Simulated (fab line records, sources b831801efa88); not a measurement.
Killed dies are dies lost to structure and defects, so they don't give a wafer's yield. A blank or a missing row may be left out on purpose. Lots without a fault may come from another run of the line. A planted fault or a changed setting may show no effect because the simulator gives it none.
Which tool did it? | flow gf180mcu | 12 lots, 36 wafers sampled, at 2 steps of a route of 602

WHAT THE GAUGES READ, wafer by wafer
GF_V3_CD_MEAS_14: target cd 260 nm. Usual: cd_nm 259.9 nm, standard deviation 1.1.
lot  | measured     | on        | cd_nm (nm)        | flag
L395 | day 22 14:01 | cd_sem-01 | 261.0 260.3 260.2 |
L397 | day 23 00:56 | cd_sem-02 | 262.0 261.9 260.8 |
L399 | day 23 18:32 | cd_sem-02 | 260.9 260.5 259.9 |
L400 | day 24 01:24 | cd_sem-01 | 259.8 259.1 259.2 |
L403 | day 24 23:11 | cd_sem-01 | 259.2 260.0 260.0 |
L409 | day 27 00:47 | cd_sem-02 | 259.6 259.4 260.1 |
L410 | day 27 08:58 | cd_sem-02 | 259.7 259.7 258.6 |
L412 | day 27 20:04 | cd_sem-02 | 259.4 260.3 260.1 |
L414 | day 28 14:26 | cd_sem-01 | 257.7 258.2 258.4 |
L415 | day 28 18:11 | cd_sem-01 | 258.7 259.2 258.3 |
L416 | day 29 02:07 | cd_sem-02 | 262.7 261.6 260.7 |
L418 | day 29 23:11 | cd_sem-01 | 261.4 261.3 260.5 |

WHICH TOOL RAN EACH LOT (tool, then ch and the chambers of the sampled wafers, then the start)
lot  | GF_M3_SPUTTER_01
L395 | pvd_sputter-04, day 20 12:47
L397 | pvd_sputter-02, day 21 00:14
L399 | pvd_sputter-04, day 21 19:57
L400 | pvd_sputter-04, day 22 02:11
L403 | pvd_sputter-02, day 23 01:08
L409 | pvd_sputter-04, day 25 05:01
L410 | pvd_sputter-01, day 25 15:02
L412 | pvd_sputter-02, day 26 02:26
L414 | pvd_sputter-04, day 26 20:59
L415 | pvd_sputter-04, day 27 00:16
L416 | pvd_sputter-02, day 27 08:35
L418 | pvd_sputter-04, day 28 06:50
- GF_M3_SPUTTER_01: material TiN, target thk 30 nm, time 25 s.

WHAT THE TOOLS THEMSELVES READ (means of the sampled wafers that have a number; where no wafer has one, the mark that the record gives instead)
GF_M3_SPUTTER_01. Usual: chamber_pressure_pa 0.4000 Pa, standard deviation 0.00073; throttle_valve_pct 30.0 %, standard deviation 1.2.
lot  | tool           | chamber_pressure_pa (Pa) | throttle_valve_pct (%) | flag
L395 | pvd_sputter-04 | 0.3989                   | 30.4                   |
L397 | pvd_sputter-02 | 0.4001                   | 29.5                   |
L399 | pvd_sputter-04 | 0.4001                   | 30.0                   |
L400 | pvd_sputter-04 | 0.4003                   | 30.2                   |
L403 | pvd_sputter-02 | 0.4000                   | 29.6                   |
L409 | pvd_sputter-04 | 0.4002                   | 30.1                   |
L410 | pvd_sputter-01 | 0.4004                   | 28.1                   |
L412 | pvd_sputter-02 | 0.3993                   | 30.4                   |
L414 | pvd_sputter-04 | 0.4000                   | 31.3                   |
L415 | pvd_sputter-04 | 0.4004                   | 30.1                   |
L416 | pvd_sputter-02 | 0.3996                   | 30.0                   |
L418 | pvd_sputter-04 | 0.4001                   | 30.6                   |

THE ANSWER, worked out from the rows above alone
Rule: a lot is off if the mean of its wafers that have a number lies more than 3 standard deviations from the usual mean. A lot without any number at a reading at which 4 lots or more have one is off too. The other lots that the step has rows for count as sound. The gauges are gone through in route order, then the tools' own readings, and for those a lot's mean is taken as printed above. The first step at which some lot is off is used, and at that step the reading that is off furthest; a lot without a number counts as furthest.
No lot is off at any reading shown: from this, nothing can be told.

WHAT THE SIMULATOR HAD PUT IN
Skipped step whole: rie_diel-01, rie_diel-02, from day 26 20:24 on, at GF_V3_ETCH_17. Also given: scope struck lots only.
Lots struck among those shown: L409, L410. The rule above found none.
